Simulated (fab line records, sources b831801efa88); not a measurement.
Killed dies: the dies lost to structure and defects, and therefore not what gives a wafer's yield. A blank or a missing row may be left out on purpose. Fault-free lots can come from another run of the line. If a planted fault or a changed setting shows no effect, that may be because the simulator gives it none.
fab line records	flow sky130
record: lots: 11	wafers: 33	lastDay: 49
route steps=708 shown METAL4@599 VIA4@656 METAL5@664 PAD_OPEN@708
lots untouched by any fault: they come from a run of this same line in which no faults occurred
startH: start of the lot's first displayed wafer, in hours after the record's first day	waitH: hours elapsed since this lot's preceding step	" the same as in the row above	L1.1+2: a single row standing in for several wafers	- no value, or no start was given	* or withheld: withheld	< > ~ a bound
route shown NAME@n: NAME is a module with steps in the file, n the number in the route of the first one	usual: the fault-free wafers' mean and standard deviation	same: alike in all rows	chamber/n: place in a boat	sites: readings site by site	_std_site: standard deviation of those values	_edge_site: the outer-site mean with the inner-site mean subtracted	radiusMm: for every site, how far away it sits from the centre of the wafer	mask NAME#n: copy n	behind: the last tool/chamber to shape the wafer	hold: cause of the lot's hold/its duration in hours/its outcome	device: whichever transistor did not switch (one of n, p or np)	end of line: the same wafers' tests at the end of the route	a step given without rows: its recipe and nothing more	killed: at the first sort, the dies lost to defects and structure; wafer yield is something else	map: dies across one wafer; x = killed, . = not, _ = none there
set.NAME: the run value of the setting; set.NAME@STEP: its run value at that earlier step	model.NAME: the simulator's own value behind a step, which no gauge read
the route's steps for a sample of lots (tables are steps, rows are wafers)
services: a tool's chamber out of use, with start hour (startH, from the record's first day; less than 0 if before it), hours out, and reason
== steps ==
step: SKY_METAL4_SPUTTER_01
recipe: material: TiN	targetThkNm: 20	powerW: 6500	timeS: 16.7	chamberPressurePa: 0.4
usual: cathodeDcPowerW: 6500.0/1.1	throttleValvePct: 30.3/1.5
lot.wafer	tool	chamber	startH	waitH	cathodeDcPowerW	throttleValvePct
L804.1	pvdSputter-02	-	941.47	0.0	6500.8	32.9
L804.4	"	-	"	"	6500.3	29.2
L804.6	"	-	"	"	6500.6	29.8
L805.2	pvdSputter-02	-	944.51	0.0	6501.3	32.1
L805.3	"	-	"	"	6498.0	29.5
L805.6	"	-	"	"	6499.4	30.3
L807.3	pvdSputter-04	-	966.18	0.0	6500.1	29.4
L807.4	"	-	"	"	6501.3	27.9
L807.5	"	-	"	"	6496.2	29.2
L808.1	pvdSputter-04	-	975.22	0.0	6500.5	28.0
L808.4	"	-	"	"	6500.1	29.3
L808.6	"	-	"	"	6499.1	29.3
L810.2	pvdSputter-03	-	984.16	0.0	6501.3	28.3
L810.4	"	-	"	"	6500.2	28.9
L810.6	"	-	"	"	6497.4	30.5
L811.2	pvdSputter-04	-	985.52	0.0	6500.5	29.3
L811.3	"	-	"	"	6499.7	29.6
L811.5	"	-	"	"	6500.1	30.7
L812.2	pvdSputter-04	-	989.16	0.0	6500.1	30.8
L812.5	"	-	"	"	6499.2	30.6
L812.6	"	-	"	"	6499.7	28.0
L816.2	pvdSputter-04	-	1012.25	0.0	6499.4	29.3
L816.5	"	-	"	"	6498.8	27.9
L816.6	"	-	"	"	6498.6	29.6
L822.2	pvdSputter-02	-	1046.08	0.0	6500.9	33.0
L822.3	"	-	"	"	6500.2	30.7
L822.4	"	-	"	"	6497.5	31.9
L823.1	pvdSputter-03	-	1052.56	0.0	6499.2	30.6
L823.3	"	-	"	"	6499.5	30.4
L823.5	"	-	"	"	6500.1	29.2
L824.2	pvdSputter-03	-	1057.65	0.0	6499.1	30.7
L824.3	"	-	"	"	6501.7	29.4
L824.5	"	-	"	"	6498.4	28.1
step: SKY_METAL4_METAL_ETCH_18
recipe: targetDepthA: 8450	stopOn: SiO2	overEtchFrac: 0.3	timeS: 183.1	chemistry: Cl2/BCl3	resistSidewallDeg: 88	pressureMtorr: 10	icpW: 900	biasW: 48.5	Cl2_flow_sccm: 60	bcl3FlowSccm: 30
usual: drypumpMotorCurrentA: 5.6/0.43	oesProductAu: 0.864/0.0069	throttleValvePct: 22.264/0.0089
lot.wafer	tool	chamber	startH	waitH	drypumpMotorCurrentA	oesProductAu	rfHoursCounterH	throttleValvePct
L804.1	rieMetal-01	1	991.97	0.0	6.6	0.850	17	22.275
L804.4	"	0	"	"	5.6	0.858	-	22.273
L804.6	"	0	"	"	5.6	0.854	-	22.271
L805.2	rieMetal-04	0	993.07	0.0	5.0	0.874	2	22.260
L805.3	"	0	"	"	5.0	0.864	-	22.257
L805.6	"	0	"	"	5.0	0.875	-	22.254
L807.3	rieMetal-04	1	1014.63	0.1	6.1	0.859	-	22.263
L807.4	"	0	"	"	5.0	0.860	-	22.262
L807.5	"	0	"	"	5.0	0.853	-	22.265
L808.1	rieMetal-03	1	1022.84	0.0	5.6	0.868	10	22.264
L808.4	"	1	"	"	5.6	0.872	-	22.259
L808.6	"	1	"	"	5.6	0.868	-	22.259
L810.2	rieMetal-01	0	1030.82	0.0	5.7	0.861	14	22.272
L810.4	"	0	"	"	5.6	0.866	-	22.252
L810.6	"	0	"	"	5.7	0.867	-	22.268
L811.2	rieMetal-03	0	1032.72	0.0	5.3	0.859	6	22.255
L811.3	"	0	"	"	5.3	0.866	-	22.265
L811.5	"	0	"	"	5.3	0.864	-	22.269
L812.2	rieMetal-04	0	1036.02	0.0	5.0	0.861	5	22.271
L812.5	"	0	"	"	5.0	0.866	-	22.247
L812.6	"	1	"	"	6.1	0.873	-	22.258
L816.2	rieMetal-03	0	1057.64	0.0	5.3	0.852	8	22.242
L816.5	"	0	"	"	5.3	0.856	-	22.247
L816.6	"	1	"	"	5.6	0.853	-	22.276
L822.2	rieMetal-03	1	1090.37	0.0	5.6	0.858	16	22.273
L822.3	"	1	"	"	5.6	0.865	-	22.259
L822.4	"	0	"	"	5.3	0.872	-	22.252
L823.1	rieMetal-03	1	1096.80	0.0	5.6	0.861	17	22.270
L823.3	"	1	"	"	5.6	0.871	-	22.256
L823.5	"	0	"	"	5.3	0.871	-	22.268
L824.2	rieMetal-01	0	1101.27	0.0	5.6	0.857	20	22.263
L824.3	"	1	"	"	6.5	0.864	-	22.263
L824.5	"	0	"	"	5.6	0.854	-	22.258
step: SKY_VIA4_SPUTTER_17
recipe: material: TiN	targetThkNm: 20	chamberPressurePa: 5	powerW: 4000	timeS: 80
usual: cathodeDcPowerW: 4000.0/0.78	throttleValvePct: 30.2/1.2
lot.wafer	tool	chamber	startH	waitH	cathodeDcPowerW	throttleValvePct
L804.1	pvdSputter-02	-	1017.36	0.0	4000.1	29.5
L804.4	"	-	"	"	3999.2	30.4
L804.6	"	-	"	"	4000.1	33.0
L805.2	pvdSputter-01	-	1018.08	0.0	4000.3	29.6
L805.3	"	-	"	"	4000.1	30.2
L805.6	"	-	"	"	4000.3	30.1
L807.3	pvdSputter-01	-	1038.32	0.0	4001.7	29.7
L807.4	"	-	"	"	3998.7	29.9
L807.5	"	-	"	"	4000.0	29.2
L808.1	pvdSputter-01	-	1046.69	0.0	3999.9	29.6
L808.4	"	-	"	"	3999.3	29.5
L808.6	"	-	"	"	3998.4	29.7
L810.2	pvdSputter-02	-	1055.09	0.0	3999.9	33.1
L810.4	"	-	"	"	3999.7	32.0
L810.6	"	-	"	"	3999.7	31.9
L811.2	pvdSputter-02	-	1056.99	0.0	4000.0	29.7
L811.3	"	-	"	"	4000.5	30.4
L811.5	"	-	"	"	4001.6	32.0
L812.2	pvdSputter-02	-	1059.62	0.0	4000.7	29.6
L812.5	"	-	"	"	3999.9	30.8
L812.6	"	-	"	"	3998.9	32.8
L816.2	pvdSputter-02	-	1081.13	0.0	4000.0	32.1
L816.5	"	-	"	"	4000.6	32.0
L816.6	"	-	"	"	4000.5	29.4
L822.2	pvdSputter-02	-	1111.99	0.0	4000.1	30.6
L822.3	"	-	"	"	4000.6	33.0
L822.4	"	-	"	"	3998.9	32.0
L823.1	pvdSputter-04	-	1119.60	0.0	4000.4	30.9
L823.3	"	-	"	"	4001.8	29.5
L823.5	"	-	"	"	3999.9	28.0
L824.2	pvdSputter-01	-	1123.80	0.0	3999.7	30.4
L824.3	"	-	"	"	4000.3	29.7
L824.5	"	-	"	"	4000.8	29.1
step: SKY_METAL5_SPUTTER_03
recipe: material: Ti	targetThkNm: 5	powerW: 3000	timeS: 3.3	chamberPressurePa: 0.4
usual: cathodeDcPowerW: 2999.9/0.58	throttleValvePct: 29.6/0.82
lot.wafer	tool	chamber	startH	waitH	cathodeDcPowerW	throttleValvePct
L804.1	pvdSputter-04	-	1018.15	0.0	3000.3	30.6
L804.4	"	-	"	"	3000.2	29.5
L804.6	"	-	"	"	2999.6	29.5
L805.2	pvdSputter-03	-	1018.87	0.0	3000.1	30.3
L805.3	"	-	"	"	2999.1	28.1
L805.6	"	-	"	"	2999.2	28.0
L807.3	pvdSputter-01	-	1039.13	0.0	3000.4	29.7
L807.4	"	-	"	"	2999.5	29.6
L807.5	"	-	"	"	3000.1	29.8
L808.1	pvdSputter-04	-	1047.81	0.0	2998.7	29.7
L808.4	"	-	"	"	3000.3	30.7
L808.6	"	-	"	"	2999.5	28.0
L810.2	pvdSputter-01	-	1055.90	0.0	3000.8	29.9
L810.4	"	-	"	"	3000.6	29.6
L810.6	"	-	"	"	2999.8	29.5
L811.2	pvdSputter-04	-	1058.03	0.0	2999.7	29.4
L811.3	"	-	"	"	2999.4	29.2
L811.5	"	-	"	"	2999.5	29.3
L812.2	pvdSputter-03	-	1060.92	0.0	2999.5	28.0
L812.5	"	-	"	"	2999.8	29.1
L812.6	"	-	"	"	2999.2	30.3
L816.2	pvdSputter-03	-	1081.92	0.0	3000.3	30.3
L816.5	"	-	"	"	3000.8	29.2
L816.6	"	-	"	"	3000.1	28.0
L822.2	pvdSputter-03	-	1112.78	0.0	2999.9	28.9
L822.3	"	-	"	"	3000.3	30.5
L822.4	"	-	"	"	3000.0	30.2
L823.1	pvdSputter-03	-	1121.22	0.0	3000.6	29.0
L823.3	"	-	"	"	3000.1	28.1
L823.5	"	-	"	"	2998.7	28.0
L824.2	pvdSputter-01	-	1124.59	0.0	2999.6	29.4
L824.3	"	-	"	"	2999.8	29.3
L824.5	"	-	"	"	3000.4	30.3
step: SKY_PAD_OPEN_PROBE_99
usual: defectLimitedYield: 82.5/1.7	killed_at_M0_to_M3: 43/6.1	killed_at_M4_up: 3.5/2	killedAtContacts: 25/5.1	killedAtFrontEnd: 14/4.2	killedAtOther: 0.3/0.55	killedDies: 86/8.3	killedOnRim: 17/3.7	killedOpen: 46/7.2	killedShort: 39/6	sort_bin_3_pad_short: 0.9/0.42	sort_bin_5_function: 10.3/1.4	sort_bin_6_memory: 6.3/1.1	sort_bin_8_speed: 0.00/0.017	sortNPass: 406/8.3	sortYieldPct: 82.5/1.7
same: grossDies: 492	killedAtBackSide: 0	sort_bin_4_leakage[%]: 0
lot.wafer	tool	chamber	startH	waitH	defectLimitedYield[%]	killed_at_M0_to_M3	killed_at_M4_up	killedAtContacts	killedAtFrontEnd	killedAtOther	killedDies	killedOnRim	killedOpen	killedShort	sort_bin_3_pad_short[%]	sort_bin_5_function[%]	sort_bin_6_memory[%]	sort_bin_8_speed[%]	sortNPass	sortYieldPct[%]
L804.1	prober-01	-	1085.99	0.1	83.5	40	2	31	8	0	81	10	44	37	0.4	11.2	4.9	0	411	83.5
L804.4	prober-01	-	1086.14	0.2	85.2	50	1	16	6	0	73	11	49	24	0.6	8.9	5.3	0	419	85.2
L804.6	prober-01	-	1086.24	0.2	82.7	39	5	26	15	0	85	22	45	40	0.2	10.4	6.7	0	407	82.7
L805.2	prober-02	-	1087.45	0.1	82.9	41	6	22	15	0	84	15	42	42	1.0	10.0	6.1	0	408	82.9
L805.3	prober-02	-	1087.50	0.2	80.5	46	5	28	15	2	96	17	43	51	1.8	10.8	6.9	0	396	80.5
L805.6	prober-02	-	1087.65	0.2	82.3	37	7	26	17	0	87	13	47	37	0.2	12.0	5.5	0	405	82.3
L807.3	prober-01	-	1106.74	0.2	79.9	49	3	30	17	0	99	20	56	43	1.2	12.8	6.1	0	393	79.9
L807.4	prober-01	-	1106.79	0.2	82.1	45	4	21	18	0	88	15	44	44	1.6	10.2	6.1	0	404	82.1
L807.5	prober-01	-	1106.84	0.2	81.7	49	5	25	11	0	90	19	48	42	1.0	9.8	7.5	0	402	81.7
L808.1	prober-02	-	1112.93	0.1	76.2	56	10	33	17	1	117	20	63	54	1.0	13.8	8.9	0	375	76.2
L808.4	prober-02	-	1113.08	0.2	86.4	36	4	15	12	0	67	13	32	35	1.2	7.1	5.3	0	425	86.4
L808.6	prober-02	-	1113.18	0.2	82.5	44	3	25	14	0	86	13	40	46	1.0	10.8	5.7	0	406	82.5
L810.2	prober-02	-	1122.08	0.1	83.5	43	3	26	9	0	81	16	46	34	1.0	10.0	5.5	0	411	83.5
L810.4	prober-02	-	1122.18	0.2	82.5	45	2	30	9	0	86	17	50	36	0.6	10.8	6.1	0	406	82.5
L810.6	prober-02	-	1122.28	0.2	83.1	30	9	31	12	1	83	18	40	43	1.2	10.0	5.7	0	409	83.1
L811.2	prober-01	-	1123.99	0.1	80.7	51	5	22	16	1	95	21	46	49	2.0	10.0	7.3	0	397	80.7
L811.3	prober-01	-	1124.04	0.2	84.1	41	2	19	16	0	78	14	39	39	1.2	8.1	6.5	0	414	84.1
L811.5	prober-01	-	1124.14	0.2	82.7	37	3	29	16	0	85	18	40	45	0.8	11.0	5.5	0	407	82.7
L812.2	prober-02	-	1126.81	0.1	81.5	50	5	17	19	0	91	14	57	34	0.6	10.4	7.5	0	401	81.5
L812.5	prober-02	-	1126.96	0.2	82.1	43	3	29	13	0	88	17	47	39	1.4	11.4	5.1	0	404	82.1
L812.6	prober-02	-	1127.01	0.2	73.4	38	49	27	17	0	131	29	46	38	4.7	14.4	7.5	0	361	73.4
L816.2	prober-02	-	1146.03	0.1	82.9	40	8	26	10	0	84	20	45	39	0.2	11.6	5.3	0	408	82.9
L816.5	prober-02	-	1146.18	0.2	73.4	37	50	29	14	1	131	36	43	39	4.7	15.7	6.3	0	361	73.4
L816.6	prober-02	-	1146.23	0.2	84.1	40	2	29	7	0	78	15	41	36	0.4	10.6	4.9	0	414	84.1
L822.2	prober-01	-	1171.59	0.1	81.7	46	4	20	20	0	90	18	42	48	0.4	11.2	6.7	0	402	81.7
L822.3	prober-01	-	1171.64	0.2	81.5	37	2	32	20	0	91	19	49	42	0.6	12.6	5.3	0.20	400	81.3
L822.4	prober-01	-	1171.69	0.2	81.5	49	2	24	16	0	91	16	47	44	2.0	11.0	5.5	0	401	81.5
L823.1	prober-02	-	1178.17	0.1	80.7	51	4	17	23	0	95	16	49	46	0.8	13.2	5.3	0	397	80.7
L823.3	prober-02	-	1178.27	0.2	79.7	48	4	28	20	0	100	23	56	44	0.8	11.2	8.3	0	392	79.7
L823.5	prober-02	-	1178.37	0.2	80.3	51	2	25	19	0	97	26	43	53	1.6	11.0	7.1	0	395	80.3
L824.2	prober-01	-	1181.85	0.1	82.5	41	3	22	19	1	86	16	44	41	0.8	10.8	5.9	0	406	82.5
L824.3	prober-01	-	1181.90	0.2	81.9	47	3	26	13	0	89	14	50	38	1.2	11.8	5.1	0	403	81.9
L824.5	prober-01	-	1182.00	0.2	81.5	49	8	18	14	2	91	20	45	44	0.4	10.2	7.9	0	401	81.5
killed by level:class
L804.1 CONTACT:geometricParticle:open=11 VIA1:geometricParticle:open=7 LI_CONTACT:geometricParticle:short=6 METAL2:geometricParticle:short=6 VIA2:geometricParticle:open=6 LI_CONTACT:geometricParticle:open=5 VIA3:geometricParticle:open=5 VIA2:geometricParticle:short=5
L804.4 VIA3:geometricParticle:open=19 CONTACT:geometricParticle:open=7 VIA1:geometricParticle:open=7 VIA2:geometricParticle:open=6 METAL2:geometricParticle:short=5 VIA1:geometricParticle:short=4 POLY_GATE:geometricParticle:short=3 LI_CONTACT:geometricParticle:open=3
L804.6 CONTACT:geometricParticle:open=9 CONTACT:geometricParticle:short=7 VIA1:geometricParticle:open=6 VIA2:geometricParticle:open=6 LI_CONTACT:geometricParticle:open=5 VIA3:geometricParticle:open=5 VIA2:geometricParticle:short=5 FIELD_ISO:geometricParticle:short=4
L805.2 METAL2:geometricParticle:short=10 CONTACT:geometricParticle:open=8 VIA2:geometricParticle:open=7 METAL1:geometricParticle:short=6 VIA1:geometricParticle:open=6 LI_CONTACT:geometricParticle:open=5 METAL4:geometricParticle:short=4 VIA3:geometricParticle:open=4
L805.3 CONTACT:geometricParticle:short=10 VIA1:geometricParticle:open=9 LI_CONTACT:geometricParticle:open=7 VIA1:geometricParticle:short=7 VIA2:geometricParticle:open=6 VIA3:geometricParticle:open=6 CONTACT:geometricParticle:open=5 METAL2:geometricParticle:short=5
L805.6 CONTACT:geometricParticle:open=11 METAL1:geometricParticle:short=9 POLY_GATE:geometricParticle:open=6 LI_CONTACT:geometricParticle:open=6 VIA1:geometricParticle:open=6 VIA2:geometricParticle:open=5 VIA3:geometricParticle:open=5 FIELD_ISO:geometricParticle:short=4
L807.3 VIA1:geometricParticle:open=11 VIA2:geometricParticle:open=9 VIA3:geometricParticle:open=8 CONTACT:geometricParticle:short=8 CONTACT:geometricParticle:open=7 LI_CONTACT:geometricParticle:open=6 VIA1:geometricParticle:short=6 METAL2:geometricParticle:short=6
L807.4 CONTACT:geometricParticle:open=11 VIA1:geometricParticle:open=8 VIA1:geometricParticle:short=7 POLY_GATE:geometricParticle:short=6 VIA2:geometricParticle:short=6 METAL1:geometricParticle:short=5 VIA3:geometricParticle:open=5 FIELD_ISO:geometricParticle:short=4
L807.5 VIA1:geometricParticle:open=14 CONTACT:geometricParticle:open=11 METAL3:geometricParticle:short=6 VIA2:geometricParticle:open=6 VIA3:geometricParticle:open=6 METAL1:geometricParticle:short=5 LI_CONTACT:geometricParticle:short=5 METAL4:geometricParticle:short=5
L808.1 LI_CONTACT:geometricParticle:open=11 VIA2:geometricParticle:open=10 VIA1:geometricParticle:open=10 CONTACT:geometricParticle:open=9 METAL4:geometricParticle:short=8 VIA1:geometricParticle:short=7 METAL2:geometricParticle:short=7 VIA3:geometricParticle:open=6
L808.4 VIA1:geometricParticle:open=11 VIA1:geometricParticle:short=6 METAL2:geometricParticle:short=6 LI_CONTACT:geometricParticle:open=5 FIELD_ISO:geometricParticle:open=4 LI_CONTACT:geometricParticle:short=4 FIELD_ISO:geometricParticle:short=3 CONTACT:geometricParticle:short=3
L808.6 METAL2:geometricParticle:short=11 CONTACT:geometricParticle:open=10 VIA1:geometricParticle:open=9 CONTACT:geometricParticle:short=7 METAL1:geometricParticle:short=6 LI_CONTACT:geometricParticle:open=6 POLY_GATE:geometricParticle:short=5 VIA2:geometricParticle:open=5
L810.2 CONTACT:geometricParticle:open=9 VIA1:geometricParticle:open=8 METAL2:geometricParticle:short=6 VIA2:geometricParticle:open=6 LI_CONTACT:geometricParticle:open=5 VIA3:geometricParticle:open=5 VIA2:geometricParticle:short=4 LI_CONTACT:geometricParticle:short=4
L810.4 LI_CONTACT:geometricParticle:open=12 VIA1:geometricParticle:open=11 CONTACT:geometricParticle:open=10 VIA3:geometricParticle:open=8 METAL1:geometricParticle:short=7 LI_CONTACT:geometricParticle:short=5 VIA1:geometricParticle:short=5 VIA2:geometricParticle:open=4
L810.6 CONTACT:geometricParticle:open=12 METAL1:geometricParticle:short=9 METAL4:geometricParticle:short=9 LI_CONTACT:geometricParticle:open=8 FIELD_ISO:geometricParticle:short=5 CONTACT:geometricParticle:short=5 VIA1:geometricParticle:open=5 FIELD_ISO:geometricParticle:open=4
L811.2 VIA1:geometricParticle:open=10 VIA1:geometricParticle:short=9 METAL2:geometricParticle:short=9 VIA2:geometricParticle:open=9 CONTACT:geometricParticle:open=8 CONTACT:geometricParticle:short=7 FIELD_ISO:geometricParticle:open=6 METAL1:geometricParticle:short=5
L811.3 METAL2:geometricParticle:short=8 FIELD_ISO:geometricParticle:open=6 CONTACT:geometricParticle:open=6 VIA1:geometricParticle:short=6 VIA1:geometricParticle:open=6 LI_CONTACT:geometricParticle:open=5 VIA2:geometricParticle:open=5 LOCAL_INTERCONNECT:geometricParticle:short=4
L811.5 LI_CONTACT:geometricParticle:open=10 FIELD_ISO:geometricParticle:short=9 VIA3:geometricParticle:open=9 VIA1:geometricParticle:open=8 CONTACT:geometricParticle:open=7 METAL1:geometricParticle:short=6 CONTACT:geometricParticle:short=5 METAL2:geometricParticle:short=4
L812.2 VIA1:geometricParticle:open=17 CONTACT:geometricParticle:open=9 VIA3:geometricParticle:open=8 FIELD_ISO:geometricParticle:short=5 POLY_GATE:geometricParticle:open=4 LOCAL_INTERCONNECT:geometricParticle:short=4 VIA3:geometricParticle:short=4 POLY_GATE:geometricParticle:short=3
L812.5 CONTACT:geometricParticle:open=11 VIA1:geometricParticle:open=9 METAL1:geometricParticle:short=8 CONTACT:geometricParticle:short=6 FIELD_ISO:geometricParticle:open=5 LI_CONTACT:geometricParticle:open=5 VIA3:geometricParticle:open=5 FIELD_ISO:geometricParticle:short=4
L812.6 METAL4:unspecified=47 CONTACT:geometricParticle:open=10 VIA1:geometricParticle:open=9 CONTACT:geometricParticle:short=7 VIA3:geometricParticle:short=6 METAL2:geometricParticle:short=6 VIA3:geometricParticle:open=6 LI_CONTACT:geometricParticle:open=5
L816.2 VIA1:geometricParticle:open=12 CONTACT:geometricParticle:open=9 VIA3:geometricParticle:open=7 LI_CONTACT:geometricParticle:open=6 CONTACT:geometricParticle:short=6 METAL1:geometricParticle:short=5 VIA2:geometricParticle:short=5 METAL4:geometricParticle:short=5
L816.5 METAL4:unspecified=48 CONTACT:geometricParticle:open=13 METAL2:geometricParticle:short=11 VIA3:geometricParticle:open=7 LI_CONTACT:geometricParticle:open=6 CONTACT:geometricParticle:short=5 VIA1:geometricParticle:open=5 FIELD_ISO:geometricParticle:open=4
L816.6 VIA3:geometricParticle:open=12 CONTACT:geometricParticle:open=8 CONTACT:geometricParticle:short=7 METAL2:geometricParticle:short=7 LI_CONTACT:geometricParticle:open=6 LOCAL_INTERCONNECT:geometricParticle:short=4 VIA2:geometricParticle:open=4 LI_CONTACT:geometricParticle:short=3
L822.2 VIA1:geometricParticle:open=15 FIELD_ISO:geometricParticle:open=9 METAL2:geometricParticle:short=9 CONTACT:geometricParticle:open=7 FIELD_ISO:geometricParticle:short=6 METAL1:geometricParticle:short=5 VIA1:geometricParticle:short=5 VIA2:geometricParticle:open=5
L822.3 CONTACT:geometricParticle:open=10 LI_CONTACT:geometricParticle:open=8 VIA1:geometricParticle:open=7 FIELD_ISO:geometricParticle:short=6 CONTACT:geometricParticle:short=6 LOCAL_INTERCONNECT:geometricParticle:short=5 VIA3:geometricParticle:open=5 FIELD_ISO:geometricParticle:open=4
L822.4 VIA2:geometricParticle:open=10 FIELD_ISO:geometricParticle:open=7 CONTACT:geometricParticle:open=7 METAL2:geometricParticle:short=7 VIA2:geometricParticle:short=7 VIA3:geometricParticle:open=6 LI_CONTACT:geometricParticle:open=5 CONTACT:geometricParticle:short=5
L823.1 VIA1:geometricParticle:open=10 METAL1:geometricParticle:short=9 FIELD_ISO:geometricParticle:short=8 VIA3:geometricParticle:open=7 CONTACT:geometricParticle:open=6 FIELD_ISO:geometricParticle:open=6 VIA3:geometricParticle:short=6 POLY_GATE:geometricParticle:short=5
L823.3 CONTACT:geometricParticle:open=17 VIA3:geometricParticle:open=12 VIA1:geometricParticle:open=8 METAL1:geometricParticle:short=7 VIA3:geometricParticle:short=7 POLY_GATE:geometricParticle:open=5 FIELD_ISO:geometricParticle:open=4 POLY_GATE:geometricParticle:short=4
L823.5 CONTACT:geometricParticle:open=10 METAL1:geometricParticle:short=10 VIA3:geometricParticle:open=8 VIA1:geometricParticle:open=6 VIA2:geometricParticle:open=6 POLY_GATE:geometricParticle:short=5 CONTACT:geometricParticle:short=5 VIA1:geometricParticle:short=5
L824.2 CONTACT:geometricParticle:open=15 POLY_GATE:geometricParticle:short=8 METAL2:geometricParticle:short=8 VIA2:geometricParticle:open=8 METAL1:geometricParticle:short=5 VIA1:geometricParticle:short=5 FIELD_ISO:geometricParticle:open=4 VIA3:geometricParticle:open=4
L824.3 VIA1:geometricParticle:open=12 CONTACT:geometricParticle:open=9 CONTACT:geometricParticle:short=8 VIA3:geometricParticle:open=7 VIA2:geometricParticle:open=6 FIELD_ISO:geometricParticle:short=5 LI_CONTACT:geometricParticle:open=5 METAL1:geometricParticle:short=5
L824.5 VIA1:geometricParticle:open=10 VIA2:geometricParticle:open=9 CONTACT:geometricParticle:open=8 METAL1:geometricParticle:short=7 VIA3:geometricParticle:open=7 FIELD_ISO:geometricParticle:short=6 METAL4:geometricParticle:short=5 VIA1:geometricParticle:short=4
== services ==
tool	chamber	startH	hours	kind
pvdSputter-03	-	939.12	3.3	repair
rieMetal-03	-	977.28	0.4	repair
pvdSputter-01	-	978.97	3.1	repair
pvdSputter-02	-	981.83	1.2	repair
rieMetal-03	-	987.98	0.6	repair
pvdSputter-03	3	998.59	-	consumableReplace:kit
pvdSputter-03	3	998.59	18.0	scheduledDown
pvdSputter-03	3	998.59	18.0	ventCycle
pvdSputter-01	0	1000.70	-	consumableReplace:kit
pvdSputter-03	-	1003.83	3.1	repair
pvdSputter-02	3	1021.71	-	consumableReplace:kit
pvdSputter-02	3	1021.71	18.0	scheduledDown
pvdSputter-02	3	1021.71	18.0	ventCycle
pvdSputter-02	-	1022.76	20.8	repair
pvdSputter-02	-	1029.95	13.0	repair
pvdSputter-04	-	1030.55	2.2	repair
pvdSputter-04	2	1058.10	-	consumableReplace:kit
pvdSputter-04	2	1058.10	18.0	scheduledDown
pvdSputter-04	2	1058.10	18.0	ventCycle
pvdSputter-03	2	1060.99	-	consumableReplace:kit
pvdSputter-03	2	1060.99	18.0	scheduledDown
pvdSputter-03	2	1060.99	18.0	ventCycle
rieMetal-04	0	1083.74	28.2	repair
rieMetal-04	-	1105.14	0.3	repair
== key ==
firstSign: step: SKY_PAD_OPEN_PROBE_99	reading: killed_at_M4_up	direction: up	sigmas: 23	usual: 3.5	struck: 49.5
effect: step: SKY_PAD_OPEN_PROBE_99	reading: sort_bin_3_pad_short	direction: up	sigmas: 8.9	usual: 0.9	struck: 4.7
metAt SKY_METAL4_SPUTTER_01
struckLots L812,L816
struckWafers L812.6,L816.5
notActingAt SKY_METAL4_METAL_ETCH_18,SKY_VIA4_SPUTTER_17,SKY_METAL5_SPUTTER_03
onsetBetween 975.22 989.16
fault: kind: chamberParticleSource	tool: pvdSputter-04	chamber: -	onsetH: 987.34	steps: SKY_METAL4_SPUTTER_01	ratePerVisitCm2: 1.798	endH: 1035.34	scope: struckWafersOnly
